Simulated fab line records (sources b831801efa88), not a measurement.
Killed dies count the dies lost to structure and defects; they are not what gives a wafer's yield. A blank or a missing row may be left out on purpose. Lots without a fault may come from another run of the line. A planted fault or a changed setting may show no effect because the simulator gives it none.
Code-filled problem report in 8D (eight disciplines) form | flow gf180mcu | the parts of the form that need people (team, actions taken, sign-off) are left out

== 1. THE ISSUE ==
Mean SALICIDE_TIN_RS at GF_SALICIDE_RS_MEAS_04: 19.8 ohm/sq over 6 wafers in 2 lots; fault-free wafers: 16.4 ohm/sq, standard deviation 0.41. That puts it +8.2 standard deviations away from the usual mean.
The step: measures by four-point-probe.
First observed at day 17 01:44: wafer L629.2, on film-metro-04. The record has a number at this step for 42 wafers belonging to 14 lots. Rule for "out" (also "out of limits"): further than 4 standard deviations from the usual mean. The rest of the wafers with a number are treated as sound.

== 2. WHAT IT IS; WHAT IT IS NOT ==
question                    | is                           | is not
which readings at this step | SALICIDE_TIN_RS              | -
which lots                  | L629, L631                   | L624, L626, L627, L628, L630, L638, L639, L640, L641, L644, L645, L646
which wafers of those lots  | all that have a number       | -
read on which gauges        | film-metro-01, film-metro-04 | film-metro-02
when                        | from day 17 01:44            | up to then (12 sound wafers); but 24 sound wafers of L630, L638, L639, L640, L641, L644, L645, L646 came after

== 3. SUSPECTS, AND WHAT RULES EACH OUT ==
Counting: a tool stays on the suspect list if, at a process step up to the reading, it processed all lots that are out and no sound lot following the first of them.
- the gauge at GF_SALICIDE_RS_MEAS_04 has been ruled out. The wafers that are out were read on 2 gauges (film-metro-01, film-metro-04).
- pvd-sputter-01 at GF_SALICIDE_SPUTTER_02 (material Co, target thk 10 nm, time 20 s): ruled out as a lasting fault. After its first lot that is out, L629 (day 17 01:39), sound lots L639, L640, L644, L646 ran on it.
Left after counting: nothing in the record.

== 4. THE CAUSE (what the simulator had put in) ==
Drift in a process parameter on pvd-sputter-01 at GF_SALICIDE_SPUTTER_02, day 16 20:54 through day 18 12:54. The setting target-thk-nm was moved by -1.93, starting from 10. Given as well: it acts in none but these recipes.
It was ruled out by counting, in error; the rule expects a fault to strike all lots run on its tool from its start on, and this fault did not.

== 5. THE EFFECT CHAIN, in route order ==
One row per reading whose mean, taken over the struck wafers that have a number, lies over 3 standard deviations from the usual. Scope: only readings with a usual standard deviation given in the record; hours: median across lots of the time from each lot's start at the first step in this table that gives one to its start at this step; sigmas: change in usual standard deviations.
hours | step                   | reading         | usual       | on struck wafers | change | sigmas
0     | GF_SALICIDE_RS_MEAS_04 | SALICIDE_TIN_RS | 16.4 ohm/sq | 19.8             | +3.4   | +8.2
Later measuring or inspecting steps at which every struck wafer that the step has a row for has a number for every such reading, and none has moved that far: GF_CONTACT_CD_MEAS_14.

== 6. HOW IT WOULD HAVE BEEN CAUGHT EARLIER ==
In this record the first reading out of limits at a measuring or inspecting step was taken at day 17 01:44, 5 hours after the fault began at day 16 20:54.
Of the tool readings at GF_SALICIDE_SPUTTER_02 for which the record gives a usual standard deviation, none was out on any struck wafer, so an alarm limit of 4 standard deviations on them would not have fired.
